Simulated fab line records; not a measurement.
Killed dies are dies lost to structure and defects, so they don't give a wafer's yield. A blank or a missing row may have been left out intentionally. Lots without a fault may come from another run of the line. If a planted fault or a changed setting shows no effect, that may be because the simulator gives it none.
Struck lot and sound lot, side by side | flow sky130 | 16 steps out of a route of 708
Sound: these wafers, L311.2, L311.3, L311.6. Wafers L326.1, L326.2, L326.6 were the ones struck. The cause is given at the end.
Per side, at each step with rows, come the tool, then ch with its chambers, and then its first start. Under that, the readings that differ: sound wafers | struck wafers | difference of the means | sigmas: that difference in standard deviations of wafers without a fault.
alike: words and numbers the same on both sides, and readings whose means are apart by under 2 such deviations; not compared: readings that were withheld, readings missing a value for some wafer, numbers with overlapping values and no deviation given by the record, and bounds like >300 which may hide the same value.
Wherever a step has rows on one side only, a row that says differs or no value, or a row with sigmas, the two part there. Non-overlapping numbers with no deviation appear without sigmas and do not part them. A reading that every wafer of one side lacks parts them only if that side has two wafers or more.

first, 5 steps without rows for these wafers: SKY_SONOS_TUNNEL_COAT_02 (resist thk 1140 nm); SKY_SONOS_TUNNEL_SOFTBAKE_03 (time 60 s); SKY_SONOS_TUNNEL_EXPOSE_04 (exposes mask TUNM, target cd 410 nm); SKY_SONOS_TUNNEL_PEB_05; SKY_SONOS_TUNNEL_DEVELOP_06 (develop time 60 s).
SKY_SONOS_TUNNEL_CD_MEAS_07: target cd 410 nm.
  sound on cdSem-01 at day 12 16:09; struck on cdSem-02 at day 17 13:28
  alike: cdNm
SKY_SONOS_TUNNEL_OVL_MEAS_08:
  sound on overlay-02 at day 12 16:16; struck on overlay-02 at day 17 13:35
  alike: SONOS_TUNNEL_OVL
then, 3 steps without rows for these wafers: SKY_SONOS_TUNNEL_IMPLANT_09; SKY_SONOS_TUNNEL_WET_ETCH_10 (etches SiO2 in dHF, target depth 14 nm, time 280 s); SKY_SONOS_TUNNEL_STRIP_11 (strips in SPM, time 600 s).
SKY_SONOS_TUNNEL_TW_MEAS_12:
  sound on filmMetro-02 at day 12 16:43; struck on filmMetro-03 at day 17 14:02
  alike: SONOS_TUNNEL_TW
then, 1 step without rows for these wafers: SKY_SONOS_TUNNEL_CLEAN_13 (cleans in dHF, time 20 s).
SKY_SONOS_ONO_OXIDATION_00: stabilise 600 s, purge 300 s, target thk 2.6 nm.
  sound on furnace-01 ch 0, day 12 19:42; struck on furnace-02 ch 0, day 17 14:07
reading                                         | sound                | struck               | difference | sigmas
spikeTcBottomC (C)                              | 817.6 817.4 817.6    | 801.4 802.6 802.1    | -15.5      | -11
spikeTcCentreC (C)                              | 797.9 800.3 798.9    | 783.4 782.5 783.2    | -16.0      | -16
spikeTcLowerC (C)                               | 801.9 801.4 798.7    | 783.3 782.1 781.1    | -18.5      | -13
spikeTcTopC (C)                                 | 812.3 811.8 810.7    | 789.2 790.0 790.2    | -21.8      | -11
spikeTcUpperC (C)                               | 802.1 801.1 801.2    | 783.5 783.3 781.7    | -18.6      | -17
tubeCenterTempC (C)                             | 800.04 799.95 800.02 | 782.63 782.58 782.65 | -17.38     | -99 or more
tube_center_temp_C_max                          | 801.9 802.5 801.8    | 784.7 784.6 784.8    | -17.4      | -51
zonePowerCentrePct (%)                          | 15.71 15.31 15.50    | 14.30 14.50 14.26    | -1.15      | -6
model.SiO2_of_SONOS_ONO_OXIDATION_00.thkNm (nm) | 2.522 2.492 2.53     | 2.055 2.101 2.031    | -0.452     | 
SKY_SONOS_ONO_THK_MEAS_01:
  sound on filmMetro-02 at day 12 21:04; struck on filmMetro-04 at day 17 15:28
reading                      | sound          | struck         | difference | sigmas
SONOS_ONO_OXIDATION_THK (nm) | 2.45 2.46 2.57 | 2.07 2.12 2.00 | -0.43      | -7
then, 1 step without rows for these wafers: SKY_SONOS_ONO_CVD_02 (deposits Si3N4 from DCS/NH3, target thk 10.5 nm, time 180 s).
-- record jumps: 33 days separate the struck wafers' starts on either side; left off in module SONOS_ONO, taken up again in module PAD_OPEN, whose first shown step is the route's number 708 --
SKY_PAD_OPEN_PROBE_99:
  sound on prober-01 at day 47 04:42; struck on prober-02 at day 50 05:53
reading                            | sound                   | struck                  | difference | sigmas
model.etest.capOno.gateLog10ACm2   | -7.742 -7.442 -7.595    | -6.959 -6.998 -7.137    | +0.562     | 
model.etest.capOno.toxAccNm (nm)   | 12.75 12.5 12.66        | 12.14 12.18 12.22       | -0.46      | 
model.etest.sonosErased.vtV (V)    | -2.329 -2.439 -2.374    | -2.635 -2.623 -2.535    | -0.217     | 
model.etest.sonosBaked.vtLessV (V) | -0.6095 -0.5611 -0.6319 | -0.7748 -0.7128 -0.7208 | -0.1353    | 
model.etest.sonosBaked.vtV (V)     | 0.9311 1.046 0.9757     | 0.902 0.9223 0.864      | -0.088     | 
  alike: killed_at_M0_to_M3, killed_at_M4_up, killedAtContacts, killedAtFrontEnd, killedAtOther, killedDies, killedOpen, killedShort
  not compared: model.etest.sonosErased.driveUaUm, model.etest.sonosUncharged.rOnOhmUm, model.etest.capOno.gateBvV

## WHERE THEY PART
Last at SKY_SONOS_ONO_THK_MEAS_01 as far as this record goes, first at SKY_SONOS_ONO_OXIDATION_00. Later steps at which nothing parts them and some readings are alike: SKY_PAD_OPEN_PROBE_99.

WHY: what had been put in by the simulator
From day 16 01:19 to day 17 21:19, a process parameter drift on furnace-02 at SKY_SONOS_ONO_OXIDATION_00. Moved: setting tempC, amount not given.
